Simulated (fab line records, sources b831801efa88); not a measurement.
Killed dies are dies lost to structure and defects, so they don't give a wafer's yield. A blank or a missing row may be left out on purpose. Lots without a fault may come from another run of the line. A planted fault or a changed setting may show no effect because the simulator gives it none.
fab line records | flow sky130
record lots=12 wafers=36 last_day=50
route steps=708 shown POLY_GATE@229 LDD_N@244 LDD_HVN@276 LDD_HVP@285 PAD_OPEN@708
lots that met no fault: from a run of the same line without faults
start_h: hours from the record's first day to the start of the lot's first wafer shown | wait_h: hours since the lot's step before | " the same as in the row above | L1.1+2: a row that stands for several wafers | - no value, or no start given | * or withheld: withheld | < > ~ a bound
route shown NAME@n: a module of which the file shows steps, and the number in the route of the first | usual: mean/standard deviation of fault-free wafers | same: alike in all rows | chamber/n: place in a boat | sites: the reading at each site | _std_site: their standard deviation | _edge_site: outer sites' mean less inner sites' | radius_mm: how far each site lies from the wafer's centre | mask NAME#n: copy n | behind: the tool/chamber that last shaped the wafer | hold: why the lot was held/for how many hours/how that ended | device: the transistor (n, p or np) that didn't switch | end of line: the same wafers' tests at the end of the route | a step without rows: its recipe alone | killed: dies lost to structure and defects at the first sort, not the wafer's yield | map: a wafer's dies, x killed, . not, _ none there
set.NAME: the setting as run; set.NAME@STEP: as run at that earlier step | model.NAME: the simulator's own value behind a step, which no gauge read
steps of the route over a sample of lots; a table a step, a row a wafer
services: from which hour (start_h, from the record's first day; less than 0 if before it) a tool's chamber was out of use, for how many hours, and why
## steps
# step SKY_POLY_GATE_ETCH_15
# recipe chemistry=N2/H2 target=BARC ion_energy_ev=200 source_w=500 bias_w=100 pressure_mtorr=30 n2_flow_sccm=100 h2_flow_sccm=200 stop_on=SiO2 time_s=118.5 target_depth_a=1100
# usual chamber_pressure_mTorr=29.998/0.029 drypump_motor_current_A=5.4/0.39 oes_product_au=0.716/0.0051 throttle_valve_pct=13.211/0.0089
# columns lot.wafer tool chamber start_h wait_h chamber_pressure_mTorr drypump_motor_current_A oes_product_au rf_hours_counter_h throttle_valve_pct
L516.1 rie_diel-02 2 371.00 0.0 29.962 5.2 0.724 94 13.208
L516.2 " 3 " " 29.990 5.1 0.716 1 13.210
L516.5 " 0 " " 29.980 5.2 0.727 - 13.222
L518.1 rie_diel-02 2 388.89 0.0 29.956 5.2 0.722 95 13.217
L518.3 " 1 " " 30.031 5.8 0.709 57 13.219
L518.4 " 3 " " 30.017 5.1 0.725 2 13.195
L525.1 rie_diel-04 3 452.75 0.0 29.998 5.8 0.719 16 13.209
L525.3 " 0 " " 30.033 6.2 0.724 22 13.209
L525.4 " 1 " " 30.050 5.6 0.712 - 13.204
L527.3 rie_diel-03 3 481.97 0.0 30.037 5.3 0.712 0 13.215
L527.4 " 2 " " 29.983 5.7 0.719 4 13.211
L527.6 " 1 " " 30.014 5.0 0.710 - 13.219
L529.1 rie_diel-04 2 500.12 0.0 29.981 6.4 0.715 11 13.226
L529.2 " 3 " " 30.013 5.9 0.714 17 13.203
L529.4 " 0 " " 30.019 6.2 0.713 - 13.211
L530.1 rie_diel-03 0 508.94 0.0 30.013 5.1 0.717 2 13.226
L530.3 " 3 " " 30.002 5.3 0.717 1 13.209
L530.6 " 3 " " 29.980 5.3 0.714 - 13.212
L531.4 rie_diel-02 2 509.60 0.0 29.963 5.2 0.715 0 13.214
L531.5 " 1 " " 29.996 5.8 0.716 - 13.217
L531.6 " 2 " " 30.033 5.2 0.714 - 13.223
L534.4 rie_diel-02 3 527.99 0.0 30.016 5.1 0.716 5 13.228
L534.5 " 0 " " 29.966 5.2 0.717 - 13.210
L534.6 " 1 " " 29.999 5.8 0.715 - 13.210
L535.3 rie_diel-04 0 543.04 0.0 29.940 6.2 0.719 24 13.220
L535.5 " 0 " " 29.992 6.2 0.711 - 13.220
L535.6 " 3 " " 30.038 5.9 0.708 - 13.214
L537.1 rie_diel-03 0 552.82 0.0 30.041 5.1 0.718 3 13.219
L537.2 " 1 " " 29.957 5.0 0.713 13 13.207
L537.5 " 3 " " 29.998 5.2 0.711 - 13.212
L538.1 rie_diel-03 2 559.79 0.0 29.956 5.8 0.717 6 13.212
L538.2 " 3 " " 29.987 5.3 0.716 2 13.224
L538.4 " 0 " " 30.036 5.1 0.718 3 13.194
L539.3 rie_diel-03 0 572.60 0.0 29.991 5.2 0.719 4 13.223
L539.4 " 2 " " 29.993 5.7 0.725 6 13.202
L539.5 " 3 " " 29.969 5.3 0.720 - 13.206
# step SKY_LDD_N_OVL_MEAS_07
# usual LDD_N_OVL=0.6/1.3
# columns lot.wafer tool chamber start_h wait_h LDD_N_OVL[nm]
L516.1 overlay-02 - 401.12 0.1 1.0
L516.2 " - " " 0.9
L516.5 " - " " 0.0
L518.1 overlay-01 - 420.49 0.1 1.5
L518.3 " - " " 1.0
L518.4 " - " " 1.5
L525.1 overlay-01 - 484.82 0.1 -0.1
L525.3 " - " " -0.3
L525.4 " - " " -0.3
L527.3 overlay-02 - 514.31 0.1 -0.4
L527.4 " - " " -0.6
L527.6 " - " " -0.9
L529.1 overlay-01 - 531.79 0.1 1.4
L529.2 " - " " 0.3
L529.4 " - " " 3.0
L530.1 overlay-02 - 540.79 0.1 0.7
L530.3 " - " " -2.4
L530.6 " - " " -0.5
L531.4 overlay-02 - 541.46 0.1 -0.2
L531.5 " - " " -0.9
L531.6 " - " " -0.6
L534.4 overlay-02 - 559.73 0.1 -1.3
L534.5 " - " " 1.3
L534.6 " - " " -0.9
L535.3 overlay-01 - 574.36 0.1 -0.8
L535.5 " - " " -0.5
L535.6 " - " " 0.2
L537.1 overlay-02 - 584.24 0.1 0.1
L537.2 " - " " -0.6
L537.5 " - " " 0.9
L538.1 overlay-02 - 591.17 0.1 1.1
L538.2 " - " " 1.9
L538.4 " - " " 0.5
L539.3 overlay-02 - 605.68 0.1 1.8
L539.4 " - " " 0.0
L539.5 " - " " 2.0
# step SKY_LDD_HVN_STRIP_09
# recipe chemistry=O2/N2 power_w=1400 pressure_mtorr=1500 platen_temp_c=withheld o2_flow_sccm=3000 n2_flow_sccm=300 overash_fraction=0.5
# usual chamber_pressure_mTorr=1500.1/1.5 drypump_motor_current_A=5.9/0.51 n2_flow_sccm=300.0/0.87 oes_product_au=0.408/0.0047 strip_time_to_endpoint_s=4.132/0.014
# columns lot.wafer tool chamber start_h wait_h chamber_pressure_mTorr drypump_motor_current_A n2_flow_sccm oes_product_au rf_hours_counter_h strip_time_to_endpoint_s
L516.1 plasma_asher-02 0 463.93 0.1 1499.4 5.3 299.9 0.405 67 4.131
L516.2 " 1 " " 1500.3 6.6 300.6 0.410 67 4.126
L516.5 " 0 " " 1501.9 5.3 300.9 0.411 - 4.122
L518.1 plasma_asher-04 1 482.83 0.1 1499.7 6.2 298.7 0.405 81 4.139
L518.3 " 1 " " 1499.6 6.3 299.5 0.409 - 4.130
L518.4 " 0 " " 1501.2 5.3 299.4 0.408 - 4.156
L525.1 plasma_asher-01 0 546.62 0.1 1499.3 5.6 239.3 0.409 12 4.140
L525.3 " 1 " " 1501.4 6.4 240.1 0.410 - 4.137
L525.4 " 0 " " 1500.5 5.6 239.3 0.409 - 4.138
L527.3 plasma_asher-01 1 574.89 0.1 1497.6 6.4 240.2 0.410 - 4.143
L527.4 " 0 " " 1501.2 5.6 241.0 0.409 - 4.112
L527.6 " 1 " " 1500.2 6.5 240.6 0.405 - 4.136
L529.1 plasma_asher-04 0 592.55 0.1 1501.5 5.3 300.3 0.403 91 4.112
L529.2 " 1 " " 1497.7 6.3 298.8 0.408 91 4.133
L529.4 " 1 " " 1500.2 6.3 298.4 0.411 - 4.144
L530.1 plasma_asher-04 1 601.62 0.1 1498.7 6.3 300.0 0.409 92 4.126
L530.3 " 0 " " 1499.4 5.3 299.7 0.422 - 4.142
L530.6 " 0 " " 1498.8 5.3 300.4 0.410 - 4.152
L531.4 plasma_asher-04 0 603.09 0.1 1501.0 5.3 301.2 0.413 - 4.107
L531.5 " 0 " " 1499.9 5.3 300.6 0.405 - 4.105
L531.6 " 1 " " 1500.9 6.2 299.4 0.406 - 4.094
L534.4 plasma_asher-02 0 620.46 0.1 1501.2 5.3 298.7 0.413 - 4.137
L534.5 " 1 " " 1500.2 6.6 301.4 0.409 - 4.117
L534.6 " 0 " " 1497.5 5.3 300.4 0.401 - 4.126
L535.3 plasma_asher-02 0 634.44 0.1 1502.0 5.3 298.9 0.401 - 4.116
L535.5 " 0 " " 1496.6 5.3 298.8 0.408 - 4.123
L535.6 " 1 " " 1502.1 6.7 299.0 0.402 - 4.128
L537.1 plasma_asher-01 1 644.33 0.1 1499.7 6.4 300.3 0.400 21 4.130
L537.2 " 0 " " 1497.1 5.6 300.9 0.403 21 4.144
L537.5 " 1 " " 1501.4 6.4 299.7 0.403 - 4.139
L538.1 plasma_asher-01 0 650.58 0.1 1501.5 5.6 299.5 0.415 22 4.119
L538.2 " 1 " " 1498.9 6.5 300.0 0.414 22 4.134
L538.4 " 0 " " 1498.4 5.6 300.2 0.400 - 4.148
L539.3 plasma_asher-04 0 664.36 0.1 1499.4 5.3 298.9 0.394 - 4.143
L539.4 " 1 " " 1501.5 6.3 300.0 0.408 - 4.128
L539.5 " 1 " " 1500.8 6.2 300.1 0.401 - 4.153
# step SKY_LDD_HVP_OVL_MEAS_07
# usual LDD_HVP_OVL=-0.1/1.6
# columns lot.wafer tool chamber start_h wait_h LDD_HVP_OVL[nm]
L516.1 overlay-01 - 494.64 0.1 -1.1
L516.2 " - " " 1.2
L516.5 " - " " 0.3
L518.1 overlay-01 - 514.24 0.1 0.3
L518.3 " - " " 0.9
L518.4 " - " " 1.2
L525.1 overlay-02 - 576.52 0.1 -0.4
L525.3 " - " " -0.6
L525.4 " - " " -1.1
L527.3 overlay-01 - 603.80 0.1 -0.6
L527.4 " - " " 2.9
L527.6 " - " " -0.3
L529.1 overlay-01 - 621.04 0.1 -1.7
L529.2 " - " " -3.3
L529.4 " - " " -0.3
L530.1 overlay-01 - 630.92 0.1 -2.7
L530.3 " - " " -2.7
L530.6 " - " " -1.9
L531.4 overlay-02 - 632.25 0.1 -2.7
L531.5 " - " " -1.9
L531.6 " - " " -1.9
L534.4 overlay-02 - 649.68 0.1 0.4
L534.5 " - " " 1.7
L534.6 " - " " 1.8
L535.3 overlay-01 - 662.00 0.1 -0.7
L535.5 " - " " -0.3
L535.6 " - " " -2.1
L537.1 overlay-01 - 671.04 0.1 0.9
L537.2 " - " " 0.4
L537.5 " - " " 0.2
L538.1 overlay-01 - 677.29 0.1 -0.5
L538.2 " - " " 0.5
L538.4 " - " " 0.3
L539.3 overlay-02 - 690.60 0.1 -1.5
L539.4 " - " " -0.8
L539.5 " - " " 0.4
# step SKY_PAD_OPEN_PROBE_99
# usual killed_at_M0_to_M3=43/6.8 killed_at_M4_up=2.9/1.7 killed_at_contacts=24/5.4 killed_at_front_end=15/4.8 killed_at_other=0.3/0.57 killed_dies=85/9.4 killed_open=47/7.5 killed_short=38/5.7
# same gross_dies=492 killed_at_back_side=0
# columns lot.wafer tool chamber start_h wait_h killed_at_M0_to_M3 killed_at_M4_up killed_at_contacts killed_at_front_end killed_at_other killed_dies killed_open killed_short
L527.3 prober-02 - 1141.69 0.2 40 3 21 11 1 76 29 47
L527.4 prober-02 - 1141.74 0.2 42 3 14 15 0 74 37 37
L527.6 prober-02 - 1141.84 0.2 49 2 26 16 1 94 55 39
L529.1 prober-02 - 1151.99 0.1 33 4 21 20 1 79 41 38
L529.2 prober-02 - 1152.04 0.1 45 4 28 18 0 95 56 39
L529.4 prober-02 - 1152.14 0.2 31 2 25 11 1 70 41 29
L531.4 prober-02 - 1155.38 0.2 36 3 28 8 0 75 42 33
L531.5 prober-02 - 1155.43 0.2 38 3 28 9 1 79 36 43
L531.6 prober-02 - 1155.48 0.2 44 4 32 11 0 91 53 38
L537.1 prober-02 - 1182.76 0.1 31 3 21 9 0 64 32 32
L537.2 prober-02 - 1182.81 0.1 38 5 26 17 0 86 48 38
L537.5 prober-02 - 1182.96 0.2 39 5 19 12 0 75 33 42
L538.1 prober-01 - 1184.58 0.1 39 2 25 19 0 85 45 40
L538.2 prober-01 - 1184.63 0.1 35 1 22 26 1 85 47 38
L538.4 prober-01 - 1184.73 0.2 42 2 24 13 0 81 34 47
L539.3 prober-02 - 1188.38 0.2 44 5 17 14 1 81 34 47
L539.4 prober-02 - 1188.43 0.2 43 7 15 7 1 73 39 34
L539.5 prober-02 - 1188.48 0.2 56 3 27 13 0 99 56 43
# killed by level:class
L527.3 CONTACT:geometric_particle:open=10 METAL2:geometric_particle:short=7 METAL1:geometric_particle:short=6 VIA1:geometric_particle:open=5 VIA2:geometric_particle:open=5 VIA3:geometric_particle:open=5 LOCAL_INTERCONNECT:geometric_particle:short=4 SPACER:geometric_particle:short=3
L527.4 VIA1:geometric_particle:open=14 VIA1:geometric_particle:short=6 CONTACT:geometric_particle:open=5 METAL1:geometric_particle:short=4 FIELD_ISO:geometric_particle:open=3 FIELD_ISO:geometric_particle:short=3 SPACER:geometric_particle:open=3 SPACER:geometric_particle:short=3
L527.6 CONTACT:geometric_particle:open=15 VIA1:geometric_particle:open=11 VIA1:geometric_particle:short=9 FIELD_ISO:geometric_particle:short=7 LI_CONTACT:geometric_particle:open=7 VIA3:geometric_particle:open=6 VIA3:geometric_particle:short=5 METAL2:geometric_particle:short=4
L529.1 LI_CONTACT:geometric_particle:open=8 VIA1:geometric_particle:open=7 VIA2:geometric_particle:open=7 CONTACT:geometric_particle:open=6 POLY_GATE:geometric_particle:short=5 LOCAL_INTERCONNECT:geometric_particle:short=4 VIA1:geometric_particle:short=4 METAL1:geometric_particle:short=4
L529.2 VIA1:geometric_particle:open=12 CONTACT:geometric_particle:open=9 VIA2:geometric_particle:open=9 LI_CONTACT:geometric_particle:open=8 VIA1:geometric_particle:short=6 VIA3:geometric_particle:open=5 LI_CONTACT:geometric_particle:short=5 SPACER:geometric_particle:open=5
L529.4 LI_CONTACT:geometric_particle:open=9 VIA1:geometric_particle:open=8 CONTACT:geometric_particle:open=7 CONTACT:geometric_particle:short=5 VIA2:geometric_particle:open=5 LOCAL_INTERCONNECT:geometric_particle:short=4 METAL1:geometric_particle:short=3 METAL2:geometric_particle:short=3
L531.4 CONTACT:geometric_particle:open=11 VIA1:geometric_particle:open=7 METAL2:geometric_particle:short=6 LI_CONTACT:geometric_particle:open=5 LOCAL_INTERCONNECT:geometric_particle:short=5 METAL1:geometric_particle:short=5 VIA2:geometric_particle:open=5 LI_CONTACT:geometric_particle:short=4
L531.5 CONTACT:geometric_particle:short=9 METAL2:geometric_particle:short=8 VIA3:geometric_particle:open=8 VIA1:geometric_particle:open=6 LI_CONTACT:geometric_particle:open=5 VIA2:geometric_particle:open=5 POLY_GATE:geometric_particle:short=4 POLY_GATE:geometric_particle:open=4
L531.6 LI_CONTACT:geometric_particle:open=10 VIA3:geometric_particle:open=9 CONTACT:geometric_particle:open=9 VIA1:geometric_particle:open=9 VIA2:geometric_particle:open=8 CONTACT:geometric_particle:short=6 FIELD_ISO:geometric_particle:short=4 LOCAL_INTERCONNECT:geometric_particle:short=4
L537.1 CONTACT:geometric_particle:open=9 VIA3:geometric_particle:open=8 VIA2:geometric_particle:open=6 METAL2:geometric_particle:short=5 LI_CONTACT:geometric_particle:short=4 METAL1:geometric_particle:short=4 POLY_GATE:geometric_particle:short=3 LOCAL_INTERCONNECT:geometric_particle:short=3
L537.2 LI_CONTACT:geometric_particle:open=9 VIA1:geometric_particle:open=9 VIA3:geometric_particle:open=8 CONTACT:geometric_particle:open=8 POLY_GATE:geometric_particle:short=6 METAL2:geometric_particle:short=6 VIA2:geometric_particle:open=6 LOCAL_INTERCONNECT:geometric_particle:short=5
L537.5 VIA1:geometric_particle:open=10 METAL1:geometric_particle:short=7 CONTACT:geometric_particle:open=7 FIELD_ISO:geometric_particle:short=5 VIA2:geometric_particle:open=5 METAL4:geometric_particle:short=5 CONTACT:geometric_particle:short=4 METAL2:geometric_particle:short=4
L538.1 VIA1:geometric_particle:open=9 CONTACT:geometric_particle:open=8 LOCAL_INTERCONNECT:geometric_particle:short=7 FIELD_ISO:geometric_particle:open=5 POLY_GATE:geometric_particle:open=5 CONTACT:geometric_particle:short=5 METAL1:geometric_particle:short=5 VIA2:geometric_particle:open=5
L538.2 FIELD_ISO:geometric_particle:short=10 LI_CONTACT:geometric_particle:open=9 VIA1:geometric_particle:open=9 FIELD_ISO:geometric_particle:open=7 CONTACT:geometric_particle:open=7 VIA3:geometric_particle:open=7 CONTACT:geometric_particle:short=4 METAL1:geometric_particle:short=4
L538.4 LI_CONTACT:geometric_particle:open=9 METAL2:geometric_particle:short=6 METAL3:geometric_particle:short=5 VIA2:geometric_particle:open=5 VIA2:geometric_particle:short=5 METAL1:geometric_particle:short=4 LI_CONTACT:geometric_particle:short=4 CONTACT:geometric_particle:short=4
L539.3 METAL1:geometric_particle:short=9 VIA2:geometric_particle:open=8 VIA1:geometric_particle:open=8 CONTACT:geometric_particle:short=6 LOCAL_INTERCONNECT:geometric_particle:short=6 METAL2:geometric_particle:short=5 VIA3:geometric_particle:open=5 VIA2:geometric_particle:short=4
L539.4 VIA1:geometric_particle:open=12 LI_CONTACT:geometric_particle:open=6 METAL2:geometric_particle:short=6 METAL1:geometric_particle:short=6 CONTACT:geometric_particle:open=5 METAL3:geometric_particle:short=4 METAL4:geometric_particle:open=3 VIA2:geometric_particle:open=3
L539.5 VIA1:geometric_particle:open=12 CONTACT:geometric_particle:open=11 METAL1:geometric_particle:short=10 LI_CONTACT:geometric_particle:short=6 LI_CONTACT:geometric_particle:open=6 METAL2:geometric_particle:short=5 METAL2:geometric_particle:open=5 VIA2:geometric_particle:short=5
## services
# columns tool chamber start_h hours kind
plasma_asher-04 - 365.85 0.3 repair
rie_diel-04 0 376.34 15.0 repair
rie_diel-03 0 379.68 - clean
rie_diel-04 1 379.94 3.3 repair
plasma_asher-04 - 407.73 1.6 repair
rie_diel-04 1 417.82 13.7 repair
plasma_asher-01 - 421.25 9.0 pm
rie_diel-02 1 423.65 6.2 repair
rie_diel-02 0 441.25 2.9 repair
rie_diel-04 2 441.26 23.3 repair
rie_diel-02 1 468.34 8.6 repair
plasma_asher-01 - 496.61 2.7 repair
rie_diel-04 1 497.03 3.4 repair
plasma_asher-02 - 506.65 0.4 repair
rie_diel-04 1 509.55 11.2 repair
rie_diel-04 - 519.20 0.2 repair
rie_diel-02 - 567.84 0.4 repair
rie_diel-02 - 586.43 15.6 pm
plasma_asher-02 - 610.81 5.7 repair
rie_diel-04 3 630.77 3.3 repair
plasma_asher-01 - 639.51 1.0 repair
rie_diel-02 1 643.25 7.2 repair
plasma_asher-04 - 646.20 2.3 repair
plasma_asher-02 - 658.28 0.7 repair
## key
first_sign step=SKY_LDD_HVN_STRIP_09 reading=n2_flow_sccm direction=down sigmas=69 usual=300.0 struck=240.1
effect none on later readings
met_at SKY_LDD_HVN_STRIP_09
struck_lots L525,L527
tester_left_out L525,L527
not_acting_at SKY_POLY_GATE_ETCH_15,SKY_LDD_N_OVL_MEAS_07,SKY_LDD_HVP_OVL_MEAS_07
fault kind=process_parameter_drift tool=plasma_asher-01 chamber=- onset_h=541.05 steps=SKY_LDD_HVN_STRIP_09 channel=n2_flow_sccm offset=-60 shape=step end_h=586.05 acts_in=these_recipes_only stated=300
# tester_left_out: of these lots the tester's yield and bins aren't shown, on N5 and GAA mostly nor the transistor test; their killed dies are dies lost to structure and defects alone, not to doping, threshold or leakage, so they don't give the yield
